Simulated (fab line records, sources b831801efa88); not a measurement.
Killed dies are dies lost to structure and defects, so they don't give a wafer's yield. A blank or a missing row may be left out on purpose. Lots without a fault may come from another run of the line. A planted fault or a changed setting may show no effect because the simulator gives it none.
A struck lot beside a sound one | flow gf180mcu | 14 steps out of a route of 602
Sound: wafers L900.1, L900.4, L900.5. Struck: wafer L896.5. (L896.2, L896.4 of the same lot were not struck and are left out.) The cause comes at the end.
At each step with rows: each side's tool, then ch and its chambers, then its first start. Under that, the readings that differ: sound wafers | struck wafers | difference of the means | sigmas: that difference in standard deviations of wafers without a fault.
alike: readings whose means differ by less than 2 such deviations, and words and numbers that are the same on both sides. not compared: withheld readings, readings that some wafer has no value for, bounds like >300 that may hide the same value, and numbers for which the record gives no deviation and whose values overlap.
The two part at a step that has a row with sigmas, a row that says differs or no value, or rows on one side only. Numbers that don't overlap but have no deviation are shown without sigmas and don't part them. A reading that every wafer of one side lacks parts them only if that side has two wafers or more.

GF_PSD_RS_MEAS_15: measures by four-point-probe.
  sound on film_metro-04, day 21 03:04; struck on film_metro-03, day 19 14:23
  alike: PSD_RS
GF_SAB_CVD_00: deposits SiO2 from TEOS, target thk 50 nm, time 4.9302 s.
  sound on pecvd-02 ch 0,1, day 21 03:11; struck on pecvd-01 ch 1, day 19 14:29
  alike: heater_power_w
GF_SAB_THK_MEAS_01:
  sound on film_metro-01, day 21 03:13; struck on film_metro-01, day 19 14:31
  alike: SAB_CVD_00_THK
then, 7 steps without rows for these wafers: GF_SAB_DEHYDRATE_02 (time 60 s); GF_SAB_HMDS_03 (prime time 60 s); GF_SAB_COAT_04 (resist thk 1000 nm); GF_SAB_SOFTBAKE_05 (time 60 s); GF_SAB_EXPOSE_06 (exposes mask SAB, target cd 420 nm); GF_SAB_PEB_07; GF_SAB_DEVELOP_08 (develop time 60 s).
GF_SAB_CD_MEAS_09: target cd 420 nm.
  sound on cd_sem-01, day 22 02:33; struck on cd_sem-02, day 20 14:19
  alike: cd_nm
GF_SAB_OVL_MEAS_10:
  sound on overlay-02, day 22 02:40; struck on overlay-02, day 20 14:25
  alike: SAB_OVL
GF_SAB_ETCH_11: etches SiO2 in C4F8/O2/Ar, target depth 55 nm, time 8.5 s.
  sound on rie_diel-01 ch 2,3, day 22 02:42; struck on rie_diel-04 ch 1, day 20 14:27
  reading                         | sound             | struck | difference | sigmas
  oes_product_au (a.u.)           | 1.003 1.025 1.002 | 0.956  | -0.054     | -5
  rf_fwd_power_W (W)              | 1469 1468 1472    | 1228   | -242       | -29
  model.etch.depth_nm (nm)        | 55.37 56.71 55.46 | 51.34  | -4.51      |
  model.SAB.feature_depth_nm (nm) | 55.37 56.71 55.46 | 51.34  | -4.51      |
  not compared: rf_hours_counter_h
then, 1 step without rows for these wafers: GF_SAB_WET_ETCH_12 (etches SiO2 in dHF, target depth 22 nm, time 440 s).

WHERE THEY PART
Only at GF_SAB_ETCH_11, within this record.

WHY: what the simulator had put in
Process parameter drift: rie_diel-04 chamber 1, from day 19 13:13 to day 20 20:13, at GF_SAB_ETCH_11. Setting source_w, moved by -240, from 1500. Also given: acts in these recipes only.
